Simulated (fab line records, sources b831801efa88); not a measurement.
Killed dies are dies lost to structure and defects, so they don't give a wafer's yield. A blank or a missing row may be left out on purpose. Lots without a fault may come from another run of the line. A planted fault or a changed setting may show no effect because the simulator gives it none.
One fault seen from 2 desks | flow sky130 | each desk has only its own numbers; what lay behind them comes last

THE METROLOGY DESK
What the gauges read, lot by lot, whatever tool the lot ran on: means of the sampled wafers that have a number. A lot is out of limits, marked OUT, if its mean lies more than 4 standard deviations from the usual mean; the brackets give that distance.
Columns: A = VT_ADJUST_LVTN_01_OVL at SKY_VT_ADJUST_LVTN_OVL_MEAS_18, usual 0.0 nm; B = VT_ADJUST_PCH_TW at SKY_VT_ADJUST_PCH_TW_MEAS_10, usual 141.2; C = cd_nm at SKY_CONTACT_CD_MEAS_14, usual 170.0 nm
lot  | first seen here | A    | B               | C
L546 | day 8 04:13     | 1.7  | 140.7           | 168.1
L547 | day 8 18:07     | 0.2  | 141.5           | 170.9
L549 | day 8 21:50     | 0.5  | 142.1           | 169.3
L552 | day 10 00:53    | -1.3 | 138.7           | 169.5
L554 | day 10 15:14    | 0.4  | 141.3           | 171.5
L555 | day 10 15:41    | -0.9 | 142.2           | 168.8
L562 | day 12 11:58    | 1.3  | 142.7           | 169.6
L564 | day 13 02:04    | -1.9 | 141.2           | 169.6
L565 | day 13 04:16    | 1.0  | 115.8 (-20) OUT | 171.5
L566 | day 13 16:06    | 0.1  | 114.2 (-21) OUT | 169.6
L567 | day 13 18:56    | -1.1 | 141.8           | 167.3
L568 | day 13 19:52    | -2.0 | 139.8           | 170.5
This desk's finding: out of limits on L565, L566; first on L565, day 16 12:45 (VT_ADJUST_PCH_TW at SKY_VT_ADJUST_PCH_TW_MEAS_10). In limits: L546, L547, L549, L552, L554, L555, L562, L564, L567, L568.

THE TOOL OWNER'S DESK: implanter-03
The tool's own readings at SKY_VT_ADJUST_PCH_IMPLANT_08: means of the sampled wafers that have a number, for each lot that ran on this tool. A lot is out of limits, marked OUT, if its mean lies more than 4 standard deviations from the usual mean; the brackets give that distance.
Columns: A = dose_ions_cm2 at SKY_VT_ADJUST_PCH_IMPLANT_08, usual 5e+11; B = faraday_current_uA at SKY_VT_ADJUST_PCH_IMPLANT_08, usual 2.82
lot  | first seen here | A                       | B
L546 | day 10 20:54    | 5e+11                   | 2.85
L547 | day 11 14:28    | 5e+11                   | 2.84
L555 | day 13 18:51    | 5e+11                   | 2.82
L562 | day 15 18:42    | 5e+11                   | 2.81
L565 | day 16 12:30    | 2e+11 (-99 or more) OUT | 1.22 (-31) OUT
L566 | day 17 02:08    | 2e+11 (-99 or more) OUT | 1.23 (-31) OUT
This desk's finding: out of limits on L565, L566; first on L565, day 16 12:30 (dose_ions_cm2 at SKY_VT_ADJUST_PCH_IMPLANT_08). In limits: L546, L547, L555, L562.

PUT TOGETHER
The tool owner's desk could have raised an alarm at day 16 12:30, on L565, L566.
The metrology desk could have raised an alarm at day 16 12:45, on L565, L566.
Of the lots named, all ran SKY_VT_ADJUST_PCH_IMPLANT_08 on implanter-03.

WHAT THE SIMULATOR HAD PUT IN
Process parameter drift: implanter-03, from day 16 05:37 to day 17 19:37, at SKY_VT_ADJUST_PCH_IMPLANT_08. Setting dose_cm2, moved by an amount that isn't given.
Lots struck among those shown: L565, L566.
Hours from the fault's start to each desk's first reading out of limits: the tool owner's desk, 7; the metrology desk, 7.
